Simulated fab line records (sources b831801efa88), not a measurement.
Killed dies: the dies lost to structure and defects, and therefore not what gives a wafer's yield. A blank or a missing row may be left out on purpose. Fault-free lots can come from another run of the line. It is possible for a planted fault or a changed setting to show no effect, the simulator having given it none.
Struck lot and sound lot, side by side | flow sfq_line | 20 steps out of a route of 325
Sound: wafers L173.1, L173.4, L173.6. Wafers struck: L171.1, L171.4, L171.6. The cause is named last.
Each step with rows lists, per side, the tool, then ch with its chambers, then its first start. Under that, the readings that differ: sound wafers | struck wafers | difference of the means | sigmas: that difference in standard deviations of wafers without a fault.
alike: words and numbers the same on both sides, and readings whose means are apart by under 2 such deviations; not compared: readings that were withheld, readings missing a value for some wafer, numbers with overlapping values and no deviation given by the record, and bounds like >300 which may hide the same value.
A row with sigmas, a row that says differs or no value, or rows on one side alone: a step with any of these is where the two part. Non-overlapping numbers with no deviation appear without sigmas and do not part them. Lack of a reading on every wafer of one side parts them only where that side has two or more wafers.

first, 2 steps without rows for these wafers: SFQ_TRILAYER_I3_VIA_LITHO_PEB_088 (peb time 60 s); SFQ_TRILAYER_I3_VIA_LITHO_DEVELOP_087 (time 60 s).
SFQ_I3_OVL_MEAS_923:
  sound on overlay-01, day 46 10:37; struck on overlay-02, day 45 01:58
  alike: I3_OVL
then, 1 step without rows for these wafers: SFQ_TRILAYER_I3_VIA_BARC_OPEN_VIA_ETCH_121 (etches BARC in O2, target depth 125 nm, time 41.7 s).
SFQ_TRILAYER_I3_VIA_ETCH_VIA_ETCH_088: etches SiO2 in CHF3, stops on Nb, target depth 260 nm.
  sound on rie_diel-03 ch 0,1,3, day 46 10:41; struck on rie_diel-03 ch 0,2,3, day 45 02:02
  alike: drypump_motor_current_A, oes_product_au
SFQ_TRILAYER_I3_VIA_STRIP_STRIP_089: strips in O2.
  sound on rie_metal-04 ch 0,1, day 46 10:48; struck on rie_metal-02 ch 0,1, day 45 02:09
  alike: drypump_motor_current_A, oes_product_au, platen_temp_c
  not compared: rf_hours_counter_h
then, 2 steps without rows for these wafers: SFQ_TRILAYER_I3_VIA_STRIP_SOLV_CLEAN_090 (cleans in NMP, time 600 s); SFQ_TRILAYER_M4_DEP_PRE_CLEAN_092 (time 22.5 s).
SFQ_TRILAYER_M4_DEP_SPUTTER_091: material Nb, target thk 200 nm, time 133.3 s.
  sound on pvd_sputter-04, day 46 11:37; struck on pvd_sputter-05, day 45 02:57
  alike: throttle_valve_pct
SFQ_M4_RS_MEAS_924: measures by four-point-probe.
  sound on film_metro-02, day 46 11:43; struck on film_metro-02, day 45 03:03
  alike: M4_NB_RS
then, 1 step without rows for these wafers: SFQ_TRILAYER_M4_LITHO_COAT_098 (resist thk 62 nm).
SFQ_TRILAYER_M4_LITHO_COAT_093: resist thk 600 nm.
  sound on litho_track-03 ch 0, day 46 12:11; struck on litho_track-04 ch 0, day 45 03:32
  reading                                             | sound             | struck            | difference | sigmas
  model.KrF_of_TRILAYER_M4_LITHO_COAT_093.thk_nm (nm) | 601.5 602.2 603.1 | 647.8 648.9 649.7 | +46.5      |
then, 4 steps without rows for these wafers: SFQ_TRILAYER_M4_LITHO_SOFTBAKE_097; SFQ_TRILAYER_M4_LITHO_EXPOSE_094 (exposes mask M4, target cd 500 nm); SFQ_TRILAYER_M4_LITHO_PEB_096 (peb time 60 s); SFQ_TRILAYER_M4_LITHO_DEVELOP_095 (time 60 s).
SFQ_M4_OVL_MEAS_926:
  sound on overlay-02, day 46 14:08; struck on overlay-02, day 45 05:29
  alike: M4_OVL
SFQ_TRILAYER_M4_BARC_OPEN_METAL_ETCH_123: etches BARC in O2, target depth 125 nm, time 41.7 s.
  sound on rie_metal-03 ch 0,1, day 46 14:11; struck on rie_metal-01 ch 0,1, day 45 05:31
  alike: drypump_motor_current_A, oes_product_au
  not compared: rf_hours_counter_h
SFQ_TRILAYER_M4_ETCH_METAL_ETCH_096: etches Nb in Cl2/Ar, stops on SiO2, target depth 240 nm, time 120 s.
  sound on rie_metal-03 ch 0,1, day 46 14:14; struck on rie_metal-01 ch 0,1, day 45 05:34
  reading                                             | sound             | struck            | difference | sigmas
  model.KrF_of_TRILAYER_M4_LITHO_COAT_093.thk_nm (nm) | 379.1 386.7 379.5 | 425.9 434.6 433.9 | +49.7      |
  alike: drypump_motor_current_A, oes_product_au
  not compared: rf_hours_counter_h
SFQ_TRILAYER_M4_STRIP_STRIP_097: strips in O2.
  sound on rie_metal-03 ch 0,1, day 46 14:22; struck on rie_metal-01 ch 0,1, day 45 05:42
  alike: drypump_motor_current_A, oes_product_au, platen_temp_c
  not compared: rf_hours_counter_h

== WHERE THEY PART ==
Nowhere in this record.

WHY: what the simulator had put in
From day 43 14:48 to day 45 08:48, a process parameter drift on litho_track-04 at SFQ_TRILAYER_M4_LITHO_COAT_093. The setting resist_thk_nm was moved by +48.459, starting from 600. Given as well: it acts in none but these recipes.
